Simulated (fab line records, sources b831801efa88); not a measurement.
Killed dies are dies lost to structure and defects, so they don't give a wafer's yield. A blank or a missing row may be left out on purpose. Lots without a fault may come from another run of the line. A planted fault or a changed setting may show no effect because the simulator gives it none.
Which tool did it? | flow sky130 | 10 lots, 30 wafers sampled, at 6 steps of a route of 708

WHAT THE GAUGES READ, wafer by wafer
SKY_VIA1_OVL_MEAS_13. Usual: VIA1_OVL 4 nm, standard deviation 5.3.
lot  | measured     | on         | VIA1_OVL (nm) | flag
L707 | day 34 22:55 | overlay-01 | 0 1 -2        |
L709 | day 36 01:16 | overlay-02 | 6 5 1         |
L710 | day 36 02:47 | overlay-02 | 11 10 0       |
L711 | day 36 08:43 | overlay-01 | 13 10 6       |
L712 | day 36 12:13 | overlay-02 | 4 7 2         |
L715 | day 37 11:28 | overlay-02 | 12 7 7        |
L717 | day 37 18:35 | overlay-01 | 8 8 4         |
L723 | day 40 04:22 | overlay-01 | 0 3 3         |
L724 | day 40 19:06 | overlay-02 | 12 2 4        |
L725 | day 40 23:31 | overlay-01 | 2 16 4        |

SKY_CAPM_RS_MEAS_03: measures by four-point-probe. Usual: CAPM_TIN_RS 6.89 ohm/sq, standard deviation 0.062.
lot  | measured     | on            | CAPM_TIN_RS (ohm/sq) | flag
L707 | day 37 06:47 | film_metro-02 | 6.90 6.92 6.86       |
L709 | day 38 08:50 | film_metro-03 | 6.88 6.83 6.86       |
L710 | day 38 11:05 | film_metro-03 | 6.80 6.80 6.79       |
L711 | day 38 16:07 | film_metro-03 | 6.92 6.93 6.93       |
L712 | day 38 20:01 | film_metro-03 | 6.91 7.04 6.95       |
L715 | day 39 18:28 | film_metro-02 | 6.92 6.96 6.86       |
L717 | day 40 01:43 | film_metro-04 | 6.08 6.90 6.85       | OFF
L723 | day 42 08:48 | film_metro-03 | 6.96 7.04 7.04       |
L724 | day 43 00:50 | film_metro-02 | 6.91 6.90 6.90       |
L725 | day 43 02:24 | film_metro-02 | 6.93 6.96 6.90       |

SKY_CAPM_THK_MEAS_04: measures by xrf. Usual: CAPM_TIN_THK 200.6 nm, standard deviation 2.5.
lot  | measured     | on            | CAPM_TIN_THK (nm) | flag
L707 | day 37 06:53 | film_metro-02 | 200.5 201.5 203.6 |
L709 | day 38 08:56 | film_metro-03 | 199.3 200.0 199.9 |
L710 | day 38 11:13 | film_metro-03 | 200.6 201.6 201.6 |
L711 | day 38 16:14 | film_metro-03 | 197.7 197.9 198.0 |
L712 | day 38 20:08 | film_metro-03 | 198.6 195.2 197.1 |
L715 | day 39 18:35 | film_metro-02 | 202.2 201.0 203.1 |
L717 | day 40 01:50 | film_metro-04 | 226.1 199.5 202.0 | OFF
L723 | day 42 08:55 | film_metro-03 | 196.6 195.0 195.2 |
L724 | day 43 00:58 | film_metro-02 | 199.6 201.0 200.8 |
L725 | day 43 02:31 | film_metro-02 | 200.0 199.9 199.9 |

WHICH TOOL RAN EACH LOT (tool, then ch and the chambers of the sampled wafers, then the start)
lot  | SKY_METAL3_SPUTTER_01        | SKY_METAL3_SPUTTER_02        | SKY_CAPM_SPUTTER_02
L707 | pvd_sputter-02, day 37 06:26 | pvd_sputter-02, day 37 06:27 | pvd_sputter-01, day 37 06:39
L709 | pvd_sputter-02, day 38 08:28 | pvd_sputter-02, day 38 08:30 | pvd_sputter-04, day 38 08:41
L710 | pvd_sputter-02, day 38 10:46 | pvd_sputter-02, day 38 10:47 | pvd_sputter-01, day 38 10:59
L711 | pvd_sputter-03, day 38 15:47 | pvd_sputter-03, day 38 15:49 | pvd_sputter-01, day 38 16:00
L712 | pvd_sputter-03, day 38 19:41 | pvd_sputter-03, day 38 19:43 | pvd_sputter-04, day 38 19:55
L715 | pvd_sputter-04, day 39 18:09 | pvd_sputter-04, day 39 18:11 | pvd_sputter-04, day 39 18:22
L717 | pvd_sputter-02, day 40 01:24 | pvd_sputter-02, day 40 01:25 | pvd_sputter-01, day 40 01:37
L723 | pvd_sputter-02, day 42 08:28 | pvd_sputter-02, day 42 08:30 | pvd_sputter-04, day 42 08:41
L724 | pvd_sputter-02, day 43 00:29 | pvd_sputter-02, day 43 00:31 | pvd_sputter-04, day 43 00:44
L725 | pvd_sputter-03, day 43 02:02 | pvd_sputter-03, day 43 02:04 | pvd_sputter-02, day 43 02:15
- SKY_METAL3_SPUTTER_01: material TiN, target thk 20 nm, time 16.7 s.
- SKY_METAL3_SPUTTER_02: material AlCu, target thk 735 nm, time 39.1 s.
- SKY_CAPM_SPUTTER_02: material TiN, target thk 200 nm, time 166.7 s.

WHAT THE TOOLS THEMSELVES READ (means of the sampled wafers that have a number; where no wafer has one, the mark that the record gives instead)
SKY_METAL3_SPUTTER_01. Usual: cathode_dc_power_W 6500.0 W, standard deviation 1.1; throttle_valve_pct 30.0 %, standard deviation 1.1.
lot  | tool           | cathode_dc_power_W (W) | throttle_valve_pct (%) | flag
L707 | pvd_sputter-02 | 6499.8                 | 29.8                   |
L709 | pvd_sputter-02 | 6500.3                 | 29.7                   |
L710 | pvd_sputter-02 | 6500.1                 | 30.7                   |
L711 | pvd_sputter-03 | 6499.9                 | 29.7                   |
L712 | pvd_sputter-03 | 6498.9                 | 29.6                   |
L715 | pvd_sputter-04 | 6499.4                 | 30.4                   |
L717 | pvd_sputter-02 | 6500.1                 | 29.1                   |
L723 | pvd_sputter-02 | 6500.1                 | 28.9                   |
L724 | pvd_sputter-02 | 6499.3                 | 30.8                   |
L725 | pvd_sputter-03 | 6499.6                 | 29.1                   |

SKY_METAL3_SPUTTER_02. Usual: cathode_dc_power_W 10600 W, standard deviation 1.9; throttle_valve_pct 30.0 %, standard deviation 1.1.
lot  | tool           | cathode_dc_power_W (W) | throttle_valve_pct (%) | flag
L707 | pvd_sputter-02 | 10600                  | 29.8                   |
L709 | pvd_sputter-02 | 10598                  | 29.9                   |
L710 | pvd_sputter-02 | 10600                  | 30.6                   |
L711 | pvd_sputter-03 | 10600                  | 29.6                   |
L712 | pvd_sputter-03 | 10597                  | 29.7                   |
L715 | pvd_sputter-04 | 10602                  | 30.4                   |
L717 | pvd_sputter-02 | 10600                  | 29.0                   |
L723 | pvd_sputter-02 | 10599                  | 28.8                   |
L724 | pvd_sputter-02 | 10601                  | 30.9                   |
L725 | pvd_sputter-03 | 10601                  | 29.3                   |

SKY_CAPM_SPUTTER_02. Usual: cathode_dc_power_W 6500.3 W, standard deviation 1.1; throttle_valve_pct 30.2 %, standard deviation 1.
lot  | tool           | cathode_dc_power_W (W) | throttle_valve_pct (%) | flag
L707 | pvd_sputter-01 | 6499.6                 | 29.1                   |
L709 | pvd_sputter-04 | 6500.4                 | 30.4                   |
L710 | pvd_sputter-01 | 6501.5                 | 30.5                   |
L711 | pvd_sputter-01 | 6500.2                 | 31.2                   |
L712 | pvd_sputter-04 | 6500.6                 | 30.3                   |
L715 | pvd_sputter-04 | 6500.3                 | 29.9                   |
L717 | pvd_sputter-01 | 6769.5                 | 29.9                   | OFF
L723 | pvd_sputter-04 | 6500.4                 | 31.0                   |
L724 | pvd_sputter-04 | 6500.8                 | 30.4                   |
L725 | pvd_sputter-02 | 6500.4                 | 30.0                   |

THE ANSWER, worked out from the rows above alone
Rule: a lot is off if the mean of its wafers that have a number lies more than 3 standard deviations from the usual mean. A lot without any number at a reading at which 4 lots or more have one is off too. The other lots that the step has rows for count as sound. The gauges are gone through in route order, then the tools' own readings, and for those a lot's mean is taken as printed above. The first step at which some lot is off is used, and at that step the reading that is off furthest; a lot without a number counts as furthest.
Off: L717, at SKY_CAPM_RS_MEAS_03 (CAPM_TIN_RS).
A tool fits if, at a process step before that reading, it ran every lot that is off, and no sound lot after the first of them. The gauges at SKY_CAPM_RS_MEAS_03 aren't tried: what is off there is off at SKY_CAPM_SPUTTER_02 too, on other tools, and a gauge's error can't cause that. One fits: pvd_sputter-01 at SKY_CAPM_SPUTTER_02. Its last sound lot is L711 (day 38 16:00), its first lot that is off L717 (day 40 01:37): a fault that began between those two fits.
The tool's own readings at SKY_CAPM_SPUTTER_02 bear it out: on the lots that are off they differ by more than 5 times the standard deviation of the sound lots' means. cathode_dc_power_W reads 6769.5 W there against 6500.5 W on the sound lots.

WHAT THE SIMULATOR HAD PUT IN
Process parameter drift: pvd_sputter-01, from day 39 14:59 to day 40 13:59, at SKY_CAPM_SPUTTER_02. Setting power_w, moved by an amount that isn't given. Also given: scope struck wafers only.
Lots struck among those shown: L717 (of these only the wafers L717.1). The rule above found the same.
